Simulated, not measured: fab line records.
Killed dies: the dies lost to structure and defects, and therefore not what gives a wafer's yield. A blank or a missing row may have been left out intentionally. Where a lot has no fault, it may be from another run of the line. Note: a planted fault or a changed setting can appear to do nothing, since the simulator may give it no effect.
Matching of chambers / flow gf180mcu / 3 sister chambers for GF_V2_CVD_02 on pecvd-01
The step deposits SiO2 from TEOS, target thk 850 nm, time 94.851 s. 3 wafers are shown with their chamber, then 12 later ones without.

== WAFERS PAIRED WITH THEIR CHAMBERS ==
wafer=L094.1; chamber=2; heater-power-w (W)=751
wafer=L094.2; chamber=0; heater-power-w (W)=653
wafer=L094.3; chamber=1; heater-power-w (W)=669

== WAFERS WITHOUT THEIR CHAMBER ==
wafer=L094.4; heater-power-w (W)=765
wafer=L094.5; heater-power-w (W)=693
wafer=L094.6; heater-power-w (W)=683
wafer=L095.3; heater-power-w (W)=626
wafer=L095.4; heater-power-w (W)=615
wafer=L095.6; heater-power-w (W)=661
wafer=L096.2; heater-power-w (W)=655
wafer=L096.4; heater-power-w (W)=706
wafer=L096.6; heater-power-w (W)=700
wafer=L097.3; heater-power-w (W)=707
wafer=L097.5; heater-power-w (W)=551
wafer=L097.6; heater-power-w (W)=560

== WHICH CHAMBER EACH ONE RAN IN ==
wafer=L094.4; from the rows above=can't be placed: 2 or 1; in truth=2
wafer=L094.5; from the rows above=can't be placed: 1 or 0 or 2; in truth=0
wafer=L094.6; from the rows above=can't be placed: 1 or 0 or 2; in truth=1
wafer=L095.3; from the rows above=can't be placed: 0 or 1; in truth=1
wafer=L095.4; from the rows above=can't be placed: 0 or 1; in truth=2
wafer=L095.6; from the rows above=can't be placed: 0 or 1 or 2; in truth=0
wafer=L096.2; from the rows above=can't be placed: 0 or 1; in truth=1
wafer=L096.4; from the rows above=can't be placed: 1 or 2 or 0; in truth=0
wafer=L096.6; from the rows above=can't be placed: 1 or 0 or 2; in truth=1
wafer=L097.3; from the rows above=can't be placed: 1 or 2 or 0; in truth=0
wafer=L097.5; from the rows above=can't be placed: 0 or 1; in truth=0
wafer=L097.6; from the rows above=can't be placed: 0 or 1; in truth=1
Correctly placed: 0 of 12. Unplaceable from these rows: 12, with the true chamber sitting among the candidates in 11. Placed wrongly: 0.
How it was worked out, from the rows above alone: a wafer's distance from a chamber is the root of the sum, over the readings, of the square of ((its reading less the chamber's mean) divided by the reading's scatter). If the next closest chamber is less than 2 further off than the closest, the wafer can't be placed; otherwise it belongs to the closest. A chamber's mean is the mean of its shown wafers. The scatter (one wafer shown for each chamber): square how far every hidden wafer sits from the nearest shown wafer, average those squares and take the square root.
